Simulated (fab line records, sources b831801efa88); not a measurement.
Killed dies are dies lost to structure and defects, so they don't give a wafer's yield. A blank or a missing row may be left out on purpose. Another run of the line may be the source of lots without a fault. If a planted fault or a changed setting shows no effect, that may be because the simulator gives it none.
Comparing a struck lot with a sound one	flow gf180mcu	43 steps out of a route of 602
Sound: wafers L712.2, L712.4, L712.6. Struck: wafers L721.1, L721.2, L721.6. The cause comes at the end.
At each step with rows: each side's tool, then ch and its chambers, then its first start. Under that, the readings that differ: sound wafers	struck wafers	difference of the means	sigmas: that difference in standard deviations of wafers without a fault.
alike: a reading whose means differ by less than 2 such deviations, as well as words and numbers matching on both sides. not compared: withheld readings; readings where some wafer has no value; bounds like >300 that might hide an equal value; numbers whose values overlap and for which the record gives no deviation.
Wherever a step has rows on one side only, a row that says differs or no value, or a row with sigmas, the two part there. When numbers do not overlap yet have no deviation, they are printed without sigmas and do not part them. Lack of a reading on every wafer of one side parts them only where that side has two or more wafers.

first, 3 steps without rows for these wafers: GF_DUAL_GATE_CLEAN_00 (cleans in SC1/SC2, time 150 s); GF_DUAL_GATE_CLEAN_01 (cleans in dHF, time 20 s); GF_DUAL_GATE_OXIDATION_02 (stabilise 600 s, purge 300 s, target thk 10.887 nm).
GF_DUAL_GATE_THK_MEAS_03:
  struck on filmMetro-02, day 10 12:13; sound on filmMetro-02, day 7 22:35
  alike: DUAL_GATE_OXIDATION_00_THK
then, 7 steps without rows for these wafers: GF_DUAL_GATE_DEHYDRATE_04 (time 60 s); GF_DUAL_GATE_HMDS_05 (prime time 60 s); GF_DUAL_GATE_COAT_06 (resist thk 1000 nm); GF_DUAL_GATE_SOFTBAKE_07 (time 60 s); GF_DUAL_GATE_EXPOSE_08 (exposes mask Dualgate, target cd 700 nm); GF_DUAL_GATE_PEB_09; GF_DUAL_GATE_DEVELOP_10 (develop time 60 s).
GF_DUAL_GATE_OVL_MEAS_11:
  struck on overlay-01, day 11 05:41; sound on overlay-01, day 8 14:51
  alike: DUAL_GATE_OVL
GF_DUAL_GATE_WET_ETCH_12: etches SiO2 in dHF, target depth 13 nm, time 260 s.
  sound on wetBench-02 ch 3, day 8 14:53; struck on wetBench-02 ch 2, day 11 05:43
GF_DUAL_GATE_STRIP_13: strips in O2/N2.
  sound on plasmaAsher-03 ch 0,1, day 8 14:58; struck on plasmaAsher-03 ch 0,1, day 11 05:48
  alike: drypumpMotorCurrentA, heaterPowerW, oesProductAu, stripTimeToEndpointS
  not compared: rfHoursCounterH
then, 3 steps without rows for these wafers: GF_DUAL_GATE_CLEAN_14 (cleans in SC1/SC2, time 150 s); GF_DUAL_GATE_OXIDATION_15 (stabilise 600 s, purge 300 s, target thk 7.098 nm); GF_POLY_GATE_CVD_00 (deposits poly-Si, target thk 200 nm, time 1200 s).
GF_POLY_GATE_THK_MEAS_01:
  struck on filmMetro-04, day 11 08:50; sound on filmMetro-01, day 8 18:38
  alike: POLY_GATE_CVD_00_THK
then, 8 steps without rows for these wafers: GF_POLY_GATE_DEHYDRATE_02 (time 60 s); GF_POLY_GATE_HMDS_03 (prime time 60 s); GF_POLY_GATE_COAT_04; GF_POLY_GATE_COAT_05 (resist thk 700 nm); GF_POLY_GATE_SOFTBAKE_06 (time 60 s); GF_POLY_GATE_EXPOSE_07 (exposes mask Poly2, target cd 280 nm); GF_POLY_GATE_PEB_08 (peb time 90 s); GF_POLY_GATE_DEVELOP_09 (develop time 60 s).
GF_POLY_GATE_CD_MEAS_10 targets a cd of 280 nm.
  struck on cdSem-01, day 12 03:56; sound on cdSem-01, day 9 11:05
reading	sound	struck	difference	sigmas
cdNm (nm)	277.8 277.3 278.2	281.7 281.5 281.0	+3.6	+3
GF_POLY_GATE_OVL_MEAS_11:
  struck on overlay-01, day 12 04:03; sound on overlay-01, day 9 11:12
  alike: POLY_GATE_OVL
GF_POLY_GATE_ETCH_12: etches BARC in N2/H2.
  sound on rieDiel-03 ch 1,2, day 9 11:14; struck on rieDiel-04 ch 0,3, day 12 04:05
  alike: drypumpMotorCurrentA, h2FlowSccm, oesProductAu, throttleValvePct
GF_POLY_GATE_ETCH_13: etches poly-Si in HBr/Cl2, stops on SiO2, target depth 198.5 nm, time 69.6 s.
  sound on rieSi-02 ch 1,3, day 9 11:17; struck on rieSi-01 ch 1,3, day 12 04:08
  alike: drypumpMotorCurrentA, oesProductAu, throttleValvePct
  not compared: rfHoursCounterH
GF_POLY_GATE_STRIP_14: strips in O2/N2.
  sound on plasmaAsher-04 ch 0,1, day 9 11:20; struck on plasmaAsher-01 ch 0,1, day 12 04:11
  alike: drypumpMotorCurrentA, heaterPowerW, oesProductAu
  not compared: rfHoursCounterH
then, 2 steps without rows for these wafers: GF_POLY_GATE_CLEAN_15 (cleans in SC1/SC2, time 150 s); GF_POLY_GATE_OXIDATION_16 (stabilise 600 s, purge 300 s, target thk 4 nm).
GF_POLY_GATE_THK_MEAS_17:
  struck on filmMetro-02, day 12 06:05; sound on filmMetro-04, day 9 12:47
  alike: POLY_GATE_OXIDATION_THK
GF_POLY_GATE_CD_MEAS_18:
  struck on cdSem-02, day 12 06:08; sound on cdSem-02, day 9 12:52
reading	sound	struck	difference	sigmas
cdNm (nm)	279.1 278.0 278.4	284.7 282.3 280.9	+4.1	+2
then, 7 steps without rows for these wafers: GF_HV_LDD_DEHYDRATE_00 (time 60 s); GF_HV_LDD_HMDS_01 (prime time 60 s); GF_HV_LDD_COAT_02 (resist thk 1000 nm); GF_HV_LDD_SOFTBAKE_03 (time 60 s); GF_HV_LDD_EXPOSE_04 (exposes mask Nplus LV AREA, target cd 400 nm); GF_HV_LDD_PEB_05; GF_HV_LDD_DEVELOP_06 (develop time 60 s).
-- the record jumps here: 20 days lie between the struck wafers' starts before and after (it left off in module HV_LDD and takes up again in module PASSIVATION, whose first step shown is number 602 of the route) --
GF_PASSIVATION_PROBE_99:
  record: rows for the struck wafers here (prober-01, day 32 00:15), none for the sound ones

WHERE THEY PART
Earliest at GF_POLY_GATE_CD_MEAS_10; latest, in this record, at GF_PASSIVATION_PROBE_99.

WHY: what had been put in by the simulator
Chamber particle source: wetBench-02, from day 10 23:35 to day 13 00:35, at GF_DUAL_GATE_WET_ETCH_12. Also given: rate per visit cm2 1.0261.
